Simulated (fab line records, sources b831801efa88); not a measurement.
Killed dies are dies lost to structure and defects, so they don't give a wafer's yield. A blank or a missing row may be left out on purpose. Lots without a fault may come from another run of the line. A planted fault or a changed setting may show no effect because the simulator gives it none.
Split-lot experiment | flow sky130 | 5 lots, 23 wafers read, on a route of 708 steps

THE SPLIT
At SKY_SONOS_ONO_ETCH_15 (etches the open film in CHF3/O2, target depth 19.52 nm, time 7.8 s), the setting bias_w was moved away from the recipe's 200 W on 7 of the 23 wafers read, by -11.4% to +7.3%. The other wafers ran this setting at the recipe's value.

The reading is taken at the split's own step.

THE READING
oes_product_au, in a.u., at SKY_SONOS_ONO_ETCH_15 (etches the open film in CHF3/O2, target depth 19.52 nm, time 7.8 s). Fault-free wafers of this fab line usually give 1.000 a.u., standard deviation 0.0098 a.u..

wafer  | tool, chamber at the split | bias_w as run, W | against the recipe | oes_product_au, a.u. | against lot-mates on the recipe
L078.2 | rie_diel-04, 3             | 200              | recipe             | 1.003                | -
L078.3 | rie_diel-04, 1             | 200              | recipe             | 0.995                | -
L078.6 | rie_diel-04, 0             | 200              | recipe             | 0.994                | -
L079.1 | rie_diel-01, 2             | 200              | recipe             | 1.008                | -
L079.2 | rie_diel-01, 0             | 214.6            | +7.3%              | 1.032                | +0.020
L079.4 | rie_diel-01, 1             | 200              | recipe             | 1.010                | -
L079.5 | rie_diel-01, 0             | 200              | recipe             | 1.017                | -
L079.6 | rie_diel-01, 3             | 214.6            | +7.3%              | 1.021                | +0.009
L080.1 | rie_diel-02, 1             | 177.2            | -11.4%             | 0.972                | -0.025
L080.2 | rie_diel-02, 0             | 200              | recipe             | 1.004                | -
L080.4 | rie_diel-02, 1             | 200              | recipe             | 0.993                | -
L080.5 | rie_diel-02, 0             | 177.2            | -11.4%             | 0.974                | -0.023
L080.6 | rie_diel-02, 2             | 200              | recipe             | 0.993                | -
L081.1 | rie_diel-01, 0             | 200              | recipe             | 1.010                | -
L081.2 | rie_diel-01, 2             | 200              | recipe             | 1.001                | -
L081.3 | rie_diel-01, 1             | 200              | recipe             | 1.001                | -
L081.4 | rie_diel-01, 3             | 200              | recipe             | 0.996                | -
L081.5 | rie_diel-01, 0             | 200              | recipe             | 1.015                | -
L085.1 | rie_diel-01, 1             | 200              | recipe             | 0.999                | -
L085.2 | rie_diel-01, 3             | 180              | -10.0%             | 0.978                | -0.028
L085.3 | rie_diel-01, 2             | 180              | -10.0%             | 0.985                | -0.021
L085.4 | rie_diel-01, 0             | 200              | recipe             | 1.014                | -
L085.5 | rie_diel-01, 2             | 180              | -10.0%             | 0.979                | -0.027

THE FIT
A straight line over all 23 wafers: oes_product_au changes by +0.00261 a.u. for each +1% of bias_w; r = +0.88; the points scatter about the line by 0.0074 a.u..
The same after taking each lot's own level away (the mean of its wafers on the recipe; 23 wafers): +0.00228 a.u. for each +1%; r = +0.91; scatter 0.0056 a.u..
On that fit, the largest move of bias_w shifts the reading by 0.026 a.u..
The lots' own levels span 0.9967 to 1.0117 a.u., that is 1.5 times the standard deviation above.
So the lot-to-lot level changes the slope: the two fits differ.
Check: with one of the wafers moved furthest among these (-11.4%) left out of the fit, the line predicts -0.0267 a.u. for it against its lot-mates. It came out at -0.0247 a.u. against them.
Tool readings at the split's step, against how far the setting was moved: oes_product_au r = +0.88.

OTHER SPLITS ON THESE WAFERS
These wafers also went through other splits before the reading. Each is held against what the fit with the lots' levels taken away leaves over:
other split on the same wafers           | wafers away from the commonest value | r with oes_product_au (lot level and that fit taken away)
SKY_VT_ADJUST_NCORE_EXPOSE_04 dose_mj    | 9                                    | +0.14
SKY_VT_ADJUST_HVTR_DEVELOP_06 dev_temp_c | 6                                    | +0.46
SKY_VT_ADJUST_PCH_SOFTBAKE_03 temp_c     | 10                                   | -0.15
SKY_VT_ADJUST_PCH_STRIP_09 power_w       | 7                                    | +0.25
SKY_SONOS_TUNNEL_IMPLANT_09 energy_kev   | 9                                    | -0.34
SKY_SONOS_ONO_OXIDATION_00 temp_c        | 15                                   | -0.02
SKY_SONOS_ONO_DEVELOP_12 develop_time_s  | 8                                    | +0.01

THE WHOLE CHAIN: every reading that the file lists as answering this split, in the file's order
step                  | what it does                                                       | reading                                                                     | change (the file's fit)                   | r (the file's)
SKY_SONOS_ONO_ETCH_15 | etches the open film in CHF3/O2, target depth 19.52 nm, time 7.8 s | oes_product_au                                                              | +0.00221 a.u. for each +1% of the setting | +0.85
SKY_SONOS_ONO_ETCH_15 | etches the open film in CHF3/O2, target depth 19.52 nm, time 7.8 s | SONOS_ONO.feature_depth_nm (the simulator's own value, which no gauge read) | +0.0765 nm for each +1% of the setting    | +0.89

THE FILE'S OWN FIT
oes_product_au changes by +0.00221 a.u. for each +1% of bias_w, r = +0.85.
